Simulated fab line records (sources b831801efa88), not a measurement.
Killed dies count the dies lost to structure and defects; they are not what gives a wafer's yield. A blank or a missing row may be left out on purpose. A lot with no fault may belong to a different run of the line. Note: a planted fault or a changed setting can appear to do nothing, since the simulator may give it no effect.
fab line records	flow gf180mcu
[record] lots = 15	wafers = 45	last-day = 33
route steps=602 shown M2@378 V2@383
lots with no fault: from the same line, run without faults
start-h: hours from the record's opening day to when the first of the lot's shown wafers began	wait-h: time in hours since the lot's previous step	" identical to the entry in the row above	L1.1+2: several wafers, shown together as one row	- no value, or no start given	* or withheld: withheld	< > ~ a bound
route shown NAME@n: a module of which the file shows steps, and the number in the route of the first	usual: mean/standard deviation of fault-free wafers	same: alike in all rows	chamber/n: place in a boat	sites: readings site by site	_std_site: the standard deviation of these	_edge_site: outer sites' mean less inner sites'	radius-mm: for every site, how far away it sits from the centre of the wafer	mask NAME#n: copy n	behind: the most recent tool/chamber to have shaped the wafer	hold: why the lot went on hold/how many hours it stayed there/how the hold came to an end	device: which transistor (n, p or np) failed to switch	end of line: the same wafers' tests at the end of the route	step lacking rows: just its recipe	killed: the dies lost at the first sort to structure and to defects; this is not the yield of the wafer	map: shows each die of a wafer: x if killed, . if not, _ if none is there
set.NAME: the setting as run; set.NAME@STEP: as run at that earlier step	model.NAME: the simulator's own value behind a step, which no gauge read
steps of the route over a sample of lots; a table a step, a row a wafer
services: the hour from which a tool's chamber was out of use, counted from the record's first day as start-h (under 0 if before that day), plus the number of hours and why
[[steps]]
[step GF_M2_METAL_ETCH_16]
[recipe] chemistry = Cl2/BCl3	mask-material = KrF	target-depth-nm = 627.5	stop-on = SiO2	pressure-mtorr = 8	icp-w = 800	bias-w = 140	Cl2_flow_sccm = 80	bcl3-flow-sccm = 40	time-s = 104.6
[usual] drypump-motor-current-A = 5.6/0.42	mfc-cl2-sccm = 80.01/0.24	oes-product-au = 0.974/0.0065	throttle-valve-pct = 28.248/0.01
lot.wafer	tool	chamber	start-h	wait-h	drypump-motor-current-A	mfc-cl2-sccm	oes-product-au	rf-hours-counter-h	throttle-valve-pct
L708.3	rie-metal-02	1	432.35	0.1	6.2	79.72	0.976	-	28.242
L708.4	"	0	"	"	5.4	79.87	0.975	-	28.248
L708.6	"	1	"	"	6.2	80.11	0.977	-	28.255
L709.3	rie-metal-04	0	446.09	0.1	5.0	80.05	0.986	-	28.238
L709.4	"	0	"	"	5.0	79.56	0.979	-	28.243
L709.6	"	0	"	"	5.1	80.19	0.964	-	28.247
L711.1	rie-metal-01	0	460.97	0.0	5.8	80.09	0.988	1	28.243
L711.3	"	0	"	"	5.8	80.16	0.980	-	28.248
L711.4	"	1	"	"	5.8	79.91	0.982	-	28.248
L712.1	rie-metal-04	0	475.40	0.0	5.1	79.96	0.974	0	28.251
L712.5	"	0	"	"	5.1	80.43	0.974	-	28.241
L712.6	"	1	"	"	5.7	80.06	0.965	-	28.249
L715.3	rie-metal-04	1	505.64	0.1	5.7	79.78	0.974	-	28.251
L715.4	"	0	"	"	5.1	79.66	0.962	-	28.256
L715.5	"	1	"	"	5.7	80.01	0.962	-	28.244
L718.2	rie-metal-01	1	529.12	0.0	5.8	80.26	0.979	4	28.242
L718.4	"	0	"	"	5.8	79.74	0.993	-	28.244
L718.5	"	1	"	"	5.8	80.58	0.968	-	28.239
L719.1	rie-metal-02	1	535.91	0.0	6.2	79.90	0.967	0	28.242
L719.3	"	1	"	"	6.2	80.01	0.986	-	28.224
L719.6	"	1	"	"	6.2	80.12	0.975	-	28.247
L720.1	rie-metal-02	1	543.99	0.0	6.2	79.82	0.976	0	28.243
L720.3	"	1	"	"	6.2	80.07	0.982	-	28.237
L720.5	"	1	"	"	6.2	80.17	0.972	-	28.258
L723.3	rie-metal-04	0	567.04	0.1	5.1	80.12	0.971	-	28.256
L723.4	"	1	"	"	5.7	79.93	0.970	-	28.265
L723.6	"	1	"	"	5.6	80.14	0.966	-	28.253
L724.1	rie-metal-01	1	573.51	0.0	5.8	80.08	0.965	5	28.241
L724.2	"	0	"	"	5.8	79.96	0.982	3	28.249
L724.5	"	1	"	"	5.8	79.82	0.987	-	28.247
L725.2	rie-metal-04	1	583.71	0.0	5.7	80.38	0.978	4	28.244
L725.3	"	0	"	"	5.1	80.13	0.974	-	28.257
L725.6	"	1	"	"	5.7	80.54	0.974	-	28.254
L726.1	rie-metal-02	0	591.85	0.0	5.4	79.94	0.976	1	28.250
L726.5	"	1	"	"	6.2	79.89	0.967	-	28.248
L726.6	"	0	"	"	5.4	80.09	0.972	-	28.256
L727.1	rie-metal-04	1	598.05	0.0	5.7	80.38	0.975	4	28.229
L727.4	"	0	"	"	5.0	80.00	0.973	-	28.248
L727.6	"	1	"	"	5.7	80.19	0.972	-	28.241
L728.1	rie-metal-04	1	601.30	0.0	5.7	80.07	0.964	5	28.272
L728.2	"	0	"	"	5.1	79.94	0.975	4	28.242
L728.6	"	0	"	"	5.1	79.92	0.970	-	28.248
L729.1	rie-metal-02	0	609.16	0.0	5.4	80.33	0.974	2	28.247
L729.2	"	1	"	"	6.2	79.49	0.973	3	28.229
L729.3	"	1	"	"	6.2	79.96	0.966	-	28.256
[step GF_V2_THK_MEAS_01]
[recipe] reads = SiO2_of_V2_CVD_00
[usual] V2_CVD_00_THK = 597/6.1
lot.wafer	tool	chamber	start-h	wait-h	V2_CVD_00_THK[nm]
L708.3	film-metro-03	-	433.05	0.1	591
L708.4	"	-	"	"	597
L708.6	"	-	"	"	600
L709.3	film-metro-04	-	446.91	0.1	587
L709.4	"	-	"	"	595
L709.6	"	-	"	"	601
L711.1	film-metro-01	-	461.72	0.0	604
L711.3	"	-	"	"	603
L711.4	"	-	"	"	601
L712.1	film-metro-04	-	476.14	0.0	591
L712.5	"	-	"	"	586
L712.6	"	-	"	"	589
L715.3	film-metro-04	-	506.34	0.1	593
L715.4	"	-	"	"	594
L715.5	"	-	"	"	594
L718.2	film-metro-01	-	529.84	0.0	601
L718.4	"	-	"	"	596
L718.5	"	-	"	"	598
L719.1	film-metro-04	-	536.74	0.0	602
L719.3	"	-	"	"	592
L719.6	"	-	"	"	602
L720.1	film-metro-03	-	544.85	0.0	602
L720.3	"	-	"	"	589
L720.5	"	-	"	"	591
L723.3	film-metro-03	-	567.74	0.1	589
L723.4	"	-	"	"	594
L723.6	"	-	"	"	594
L724.1	film-metro-03	-	574.22	0.0	598
L724.2	"	-	"	"	591
L724.5	"	-	"	"	595
L725.2	film-metro-01	-	584.43	0.0	606
L725.3	"	-	"	"	600
L725.6	"	-	"	"	603
L726.1	film-metro-04	-	592.57	0.0	596
L726.5	"	-	"	"	593
L726.6	"	-	"	"	598
L727.1	film-metro-04	-	598.77	0.0	589
L727.4	"	-	"	"	592
L727.6	"	-	"	"	592
L728.1	film-metro-01	-	602.02	0.0	616
L728.2	"	-	"	"	604
L728.6	"	-	"	"	605
L729.1	film-metro-03	-	609.89	0.0	614
L729.2	"	-	"	"	607
L729.3	"	-	"	"	615
[step GF_V2_BOW_MEAS_05]
[recipe] mode = bow
[usual] V2_BOW = 101/8.7
lot.wafer	tool	chamber	start-h	wait-h	V2_BOW[um]
L708.3	film-metro-01	-	433.56	0.2	108
L708.4	"	-	"	"	97
L708.6	"	-	"	"	116
L709.3	film-metro-01	-	447.42	0.1	89
L709.4	"	-	"	"	93
L709.6	"	-	"	"	108
L711.1	film-metro-01	-	462.21	0.2	99
L711.3	"	-	"	"	94
L711.4	"	-	"	"	111
L712.1	film-metro-04	-	476.63	0.1	101
L712.5	"	-	"	"	92
L712.6	"	-	"	"	96
L715.3	film-metro-03	-	506.85	0.3	99
L715.4	"	-	"	"	96
L715.5	"	-	"	"	96
L718.2	film-metro-01	-	530.34	0.1	101
L718.4	"	-	"	"	87
L718.5	"	-	"	"	100
L719.1	film-metro-04	-	537.23	0.1	105
L719.3	"	-	"	"	99
L719.6	"	-	"	"	105
L720.1	film-metro-04	-	545.34	0.1	119
L720.3	"	-	"	"	98
L720.5	"	-	"	"	97
L723.3	film-metro-04	-	568.25	0.2	99
L723.4	"	-	"	"	95
L723.6	"	-	"	"	94
L724.1	film-metro-04	-	574.71	0.2	100
L724.2	"	-	"	"	101
L724.5	"	-	"	"	110
L725.2	film-metro-04	-	584.93	0.2	106
L725.3	"	-	"	"	100
L725.6	"	-	"	"	104
L726.1	film-metro-03	-	593.06	0.2	98
L726.5	"	-	"	"	102
L726.6	"	-	"	"	93
L727.1	film-metro-03	-	599.26	0.1	93
L727.4	"	-	"	"	98
L727.6	"	-	"	"	110
L728.1	film-metro-01	-	602.51	0.2	90
L728.2	"	-	"	"	107
L728.6	"	-	"	"	97
L729.1	film-metro-04	-	610.38	0.2	86
L729.2	"	-	"	"	83
L729.3	"	-	"	"	96
[step GF_V2_STRIP_18]
[recipe] chemistry = O2/N2	power-w = 1400	pressure-mtorr = 1500	platen-temp-c = 250	o2-flow-sccm = 3000	n2-flow-sccm = 300	overash-fraction = 0.5
[usual] chamber-pressure-mTorr = 1499.8/1.4	drypump-motor-current-A = 5.5/0.44	heater-power-w = 349/72	oes-product-au = 0.592/0.0046
lot.wafer	tool	chamber	start-h	wait-h	chamber-pressure-mTorr	drypump-motor-current-A	heater-power-w	oes-product-au	rf-hours-counter-h
L708.3	plasma-asher-03	1	457.32	-	1499.9	4.9	456	0.589	-
L708.4	"	0	"	"	1500.4	5.6	281	0.589	-
L708.6	"	1	"	"	1499.8	4.9	465	0.592	-
L709.3	plasma-asher-01	1	471.86	-	1499.9	5.5	302	0.609	-
L709.4	"	0	"	"	1497.5	5.7	346	0.590	-
L709.6	"	1	"	"	1499.2	5.5	310	0.588	-
L711.1	plasma-asher-01	1	486.69	-	1499.3	5.6	313	0.576	92
L711.3	"	1	"	"	1500.1	5.6	310	0.593	-
L711.4	"	0	"	"	1499.5	5.7	337	0.590	-
L712.1	plasma-asher-03	1	499.83	-	1497.8	4.9	451	0.586	7
L712.5	"	0	"	"	1498.9	5.5	278	0.600	-
L712.6	"	1	"	"	1498.4	4.9	444	0.590	-
L715.3	plasma-asher-02	1	530.81	-	1500.4	5.2	401	0.587	-
L715.4	"	0	"	"	1501.5	6.2	273	0.588	-
L715.5	"	0	"	"	1498.0	6.2	289	0.592	-
L718.2	plasma-asher-02	1	553.09	-	-	-	-	-	-
L718.4	"	1	"	"	-	-	-	-	-
L718.5	"	0	"	"	-	-	-	-	-
L719.1	plasma-asher-03	0	560.39	-	-	-	-	-	-
L719.3	"	1	"	"	-	-	-	-	-
L719.6	"	1	"	"	-	-	-	-	-
L720.1	plasma-asher-02	0	567.34	-	-	-	-	-	-
L720.3	"	1	"	"	-	-	-	-	-
L720.5	"	1	"	"	-	-	-	-	-
L723.3	plasma-asher-03	1	589.94	-	1499.1	4.9	446	0.590	-
L723.4	"	0	"	"	1498.8	5.6	282	0.588	-
L723.6	"	1	"	"	1500.6	4.9	446	0.596	-
L724.1	plasma-asher-03	0	596.64	-	1502.5	5.6	279	0.589	17
L724.2	"	1	"	"	1498.0	4.9	441	0.590	17
L724.5	"	1	"	"	1500.8	4.9	449	0.589	-
L725.2	plasma-asher-03	1	606.08	-	1502.5	4.9	445	0.594	18
L725.3	"	0	"	"	1499.8	5.6	274	0.585	-
L725.6	"	0	"	"	1499.9	5.6	280	0.597	-
L726.1	plasma-asher-02	0	614.88	-	1498.4	6.2	280	0.600	51
L726.5	"	0	"	"	1498.5	6.2	279	0.597	-
L726.6	"	1	"	"	1499.5	5.2	392	0.599	-
L727.1	plasma-asher-03	0	619.63	-	1501.0	5.6	282	0.595	20
L727.4	"	0	"	"	1499.3	5.6	275	0.596	-
L727.6	"	1	"	"	1500.5	5.0	449	0.596	-
L728.1	plasma-asher-03	0	623.38	-	1501.7	5.6	274	0.591	20
L728.2	"	1	"	"	1499.4	4.9	447	0.592	20
L728.6	"	0	"	"	1501.3	5.6	280	0.601	-
L729.1	plasma-asher-01	0	629.89	-	1498.9	5.7	331	0.594	108
L729.2	"	1	"	"	1500.5	5.5	299	0.592	108
L729.3	"	1	"	"	1500.1	5.6	308	0.589	-
[[services]]
tool	chamber	start-h	hours	kind
plasma-asher-03	-	421.25	9.0	pm
plasma-asher-03	0	421.25	9.0	vent-cycle
plasma-asher-03	1	421.25	9.0	vent-cycle
rie-metal-04	1	427.79	-	clean
rie-metal-04	1	427.79	25.3	scheduled-down
rie-metal-04	1	427.79	25.3	vent-cycle
plasma-asher-02	-	429.73	7.6	repair
plasma-asher-03	0	430.25	-	clean
plasma-asher-03	1	430.25	-	clean
rie-metal-04	0	453.11	-	clean
rie-metal-04	0	453.11	18.4	scheduled-down
rie-metal-04	0	453.11	18.4	vent-cycle
rie-metal-02	1	511.71	-	clean
rie-metal-02	1	511.71	14.7	scheduled-down
rie-metal-02	1	511.71	14.7	vent-cycle
rie-metal-01	-	514.30	14.6	pm
rie-metal-02	-	522.46	4.3	pm
plasma-asher-01	-	532.48	0.4	repair
rie-metal-02	0	533.31	-	clean
rie-metal-02	0	533.31	17.5	scheduled-down
plasma-asher-02	-	542.58	3.9	repair
rie-metal-02	-	587.63	0.5	repair
plasma-asher-03	-	593.09	0.4	repair
plasma-asher-02	-	627.27	12.7	repair
[[key]]
[first-sign] step = GF_V2_STRIP_18	reading = tool-record	direction = missing
effect none on later readings
met-at GF_V2_STRIP_18
struck-lots L718,L719,L720
later-rows-left-out L718.2,L718.4,L718.5,L719.1,L719.3,L719.6,L720.1,L720.3,L720.5
sort-left-out L718.2,L718.4,L718.5,L719.1,L719.3,L719.6,L720.1,L720.3,L720.5
not-acting-at GF_M2_METAL_ETCH_16,GF_V2_THK_MEAS_01,GF_V2_BOW_MEAS_05
onset-between 530.81 553.09
[fault] kind = skipped-step-whole	tool = plasma-asher-02,plasma-asher-03	chamber = -	onset-h = 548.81	steps = GF_V2_STRIP_18	scope = struck-lots-only
// sort-left-out: the simulated sort isn't trusted on such a fault, so these wafers' sort isn't shown, and their yield isn't known
// later-rows-left-out: the simulator's readings of these wafers behind a module that went badly wrong aren't trusted and aren't shown, but for the sort
